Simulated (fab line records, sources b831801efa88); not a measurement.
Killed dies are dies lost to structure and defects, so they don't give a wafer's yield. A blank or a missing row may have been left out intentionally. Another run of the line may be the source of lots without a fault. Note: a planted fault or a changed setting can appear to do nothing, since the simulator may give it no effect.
A struck lot beside a sound one ; flow sfqLine ; 14 steps out of a route of 325
Sound: the wafers L761.1, L761.3, L761.6. Struck: wafers L773.1, L773.5. (L773.6 of the same lot was not struck and is left out.) The cause comes at the end.
Per side, at each step with rows, come the tool, then ch with its chambers, and then its first start. Under that, the readings that differ: sound wafers ; struck wafers ; difference of the means ; sigmas: that difference in standard deviations of wafers without a fault.
alike: words and numbers the same on both sides, and readings whose means are apart by under 2 such deviations; not compared: readings that were withheld, readings missing a value for some wafer, numbers with overlapping values and no deviation given by the record, and bounds like >300 which may hide the same value.
Wherever a step has rows on one side only, a row that says differs or no value, or a row with sigmas, the two part there. Numbers that don't overlap but have no deviation are shown without sigmas and don't part them. A reading missing from all wafers of one side parts the sides only when that side holds two or more wafers.

first, 2 steps without rows for these wafers: SFQ_TRILAYER_I0_VIA_STRIP_SOLV_CLEAN_036 (cleans in NMP, time 600 s); SFQ_TRILAYER_M1_DEP_PRE_CLEAN_038 (time 22.5 s).
SFQ_TRILAYER_M1_DEP_SPUTTER_037: material Nb, target thk 200 nm, time 133.3 s.
  struck on pvdSputter-05, day 23 21:53; sound on pvdSputter-03, day 19 03:35
  alike: throttleValvePct
SFQ_M1_RS_MEAS_909: measures by four-point-probe.
  struck on filmMetro-01, day 23 21:58; sound on filmMetro-01, day 19 03:40
  alike: M1_NB_RS
then, 6 steps without rows for these wafers: SFQ_TRILAYER_M1_LITHO_COAT_044 (resist thk 62 nm); SFQ_TRILAYER_M1_LITHO_COAT_039 (resist thk 600 nm); SFQ_TRILAYER_M1_LITHO_SOFTBAKE_043; SFQ_TRILAYER_M1_LITHO_EXPOSE_040 (exposes mask M1, target cd 500 nm); SFQ_TRILAYER_M1_LITHO_PEB_042 (peb time 60 s); SFQ_TRILAYER_M1_LITHO_DEVELOP_041 (time 60 s).
-- the record jumps here: 6 days lie between the struck wafers' starts before and after --
SFQ_M1_OVL_MEAS_911:
  struck on overlay-02, day 29 13:23; sound on overlay-02, day 25 23:04
  alike: M1_OVL
SFQ_TRILAYER_M1_BARC_OPEN_METAL_ETCH_054: etches BARC in O2, target depth 125 nm, time 41.7 s.
  sound on rieMetal-03 ch 0, day 25 23:05; struck on rieMetal-04 ch 1, day 29 13:25
reading;sound;struck;difference;sigmas
rfFwdPowerW (W);593.9 593.0 595.3;492.1 492.1;-102.0;-38
model.KrF_of_TRILAYER_M1_LITHO_COAT_039.thkNm (nm);522.3 522.1 524.1;530.2 530.6;+7.6;
  alike: drypumpMotorCurrentA, oesProductAu
  not compared: rfHoursCounterH
SFQ_TRILAYER_M1_ETCH_METAL_ETCH_042: etches Nb in Cl2/Ar, stops on SiO2, target depth 240 nm, time 120 s.
  sound on rieMetal-03 ch 0, day 25 23:09; struck on rieMetal-04 ch 1, day 29 13:29
reading;sound;struck;difference;sigmas
model.KrF_of_TRILAYER_M1_LITHO_COAT_039.thkNm (nm);380.2 379.4 383.6;388.6 388.3;+7.4;
  alike: drypumpMotorCurrentA, oesProductAu, rfFwdPowerW
  not compared: rfHoursCounterH
SFQ_TRILAYER_M1_STRIP_STRIP_043: strips in O2.
  sound on rieMetal-03 ch 0, day 25 23:17; struck on rieMetal-04 ch 1, day 29 13:36
  alike: drypumpMotorCurrentA, oesProductAu
  not compared: rfHoursCounterH

== WHERE THEY PART ==
Within this record, at SFQ_TRILAYER_M1_BARC_OPEN_METAL_ETCH_054 only. Later steps at which nothing parts them and some readings are alike: SFQ_TRILAYER_M1_ETCH_METAL_ETCH_042, SFQ_TRILAYER_M1_STRIP_STRIP_043.

WHY: what had been put in by the simulator
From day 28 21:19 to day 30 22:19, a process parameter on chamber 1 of rieMetal-04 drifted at SFQ_TRILAYER_M1_BARC_OPEN_METAL_ETCH_054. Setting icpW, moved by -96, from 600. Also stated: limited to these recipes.
